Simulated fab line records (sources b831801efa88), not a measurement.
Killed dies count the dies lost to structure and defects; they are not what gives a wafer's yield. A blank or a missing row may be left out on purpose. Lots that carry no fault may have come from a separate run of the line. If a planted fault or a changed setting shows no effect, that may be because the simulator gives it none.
Chamber matching -- flow gf180mcu -- 4 sister chambers for GF_V4_CMP_04 on cmp-02
The step polishes SiO2. 4 wafers are shown with their chamber, then 7 later ones without.

## WAFERS PAIRED WITH THEIR CHAMBERS
wafer,chamber,motor current A (A)
L208.4,2,14.0
L208.5,3,12.0
L210.1,1,10.0
L210.5,0,13.1

## WAFERS WITHOUT THEIR CHAMBER
wafer,motor current A (A)
L210.6,9.8
L220.1,14.6
L220.5,10.3
L220.6,14.3
L222.1,14.0
L222.3,13.4
L222.5,12.6

## CHAMBER TAKEN BY EACH
wafer,from the rows above,in truth
L210.6,1,1
L220.1,2,2
L220.5,1,1
L220.6,2,2
L222.1,2,2
L222.3,can't be placed: 0 or 2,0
L222.5,can't be placed: 0 or 3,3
Placed correctly: 5 of 7. From these rows, 2 cannot be placed; in 2 the true chamber is one of the candidates. Placed wrongly: 0.
How it was worked out, from the rows above alone: a wafer's distance from a chamber is the root of the sum, over the readings, of the square of ((its reading less the chamber's mean) divided by the reading's scatter). The wafer belongs to the nearest chamber; if the next one is less than 2 further off, it can't be placed. A chamber's mean is the mean of its shown wafers. The scatter (one wafer shown for each chamber): square how far every hidden wafer sits from the nearest shown wafer, average those squares and take the square root.
